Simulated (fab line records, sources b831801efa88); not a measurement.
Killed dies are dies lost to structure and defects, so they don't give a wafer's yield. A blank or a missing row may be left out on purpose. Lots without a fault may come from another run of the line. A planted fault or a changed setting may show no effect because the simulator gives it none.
Which tool did it? | flow sky130 | 12 lots, 36 wafers sampled, at 2 steps of a route of 708

WHAT THE GAUGES READ, wafer by wafer
SKY_VIA2_THK_MEAS_01.
lot  | measured     | on            | VIA2_HDPCVD_THK (nm)
L075 | day 34 19:13 | film_metro-03 | 1169 1188 1175
L077 | day 35 19:11 | film_metro-03 | 1211 1194 1198
L080 | day 37 01:53 | film_metro-03 | 1209 1218 1211
L081 | day 37 07:44 | film_metro-02 | 1201 1212 1209
L083 | day 38 14:14 | film_metro-01 | 1204 1188 1191
L084 | day 38 18:37 | film_metro-02 | 1165 1169 1178
L087 | day 39 06:26 | film_metro-01 | 1179 1172 1162
L089 | day 39 15:47 | film_metro-01 | 1186 1176 1175
L091 | day 40 02:57 | film_metro-03 | 1169 1166 1184
L093 | day 40 20:51 | film_metro-01 | 1179 1181 1180
L095 | day 41 12:41 | film_metro-03 | 1163 1176 1175
L097 | day 41 21:28 | film_metro-01 | 1183 1181 1186

WHICH TOOL RAN EACH LOT (tool, then ch and the chambers of the sampled wafers, then the start)
lot  | SKY_METAL2_DESCUM_17
L075 | rie_metal-02 ch 0,1, day 34 18:16
L077 | rie_metal-04 ch 0,1, day 35 18:17
L080 | rie_metal-04 ch 0,1, day 37 00:58
L081 | rie_metal-03 ch 0,1, day 37 06:50
L083 | rie_metal-03 ch 1, day 38 13:20
L084 | rie_metal-02 ch 0, day 38 17:31
L087 | rie_metal-02 ch 0,1, day 39 05:29
L089 | rie_metal-02 ch 0,1, day 39 14:50
L091 | rie_metal-02 ch 0,1, day 40 02:02
L093 | rie_metal-03 ch 0,1, day 40 19:56
L095 | rie_metal-02 ch 0,1, day 41 11:46
L097 | rie_metal-03 ch 0,1, day 41 20:28
- SKY_METAL2_DESCUM_17: chemistry O2, time 8 s.

THE ANSWER, worked out from the rows above alone
Rule: what is usual is taken from the lots themselves. Put in order of their means at a reading, lots are off if they are a third of the lots or fewer, leave a main group of 4 or more, and stand apart from it by a gap of 3 or more times the standard deviation of the main group's means; of several such gaps the widest counts. A main group whose means are all the same, to the digits that the tables above print for the reading, isn't used. A lot without any number at a reading at which 4 lots or more have one is off too. The other lots that the step has rows for count as sound.
No lot is off at any reading shown: from this, nothing can be told.

WHAT THE SIMULATOR HAD PUT IN
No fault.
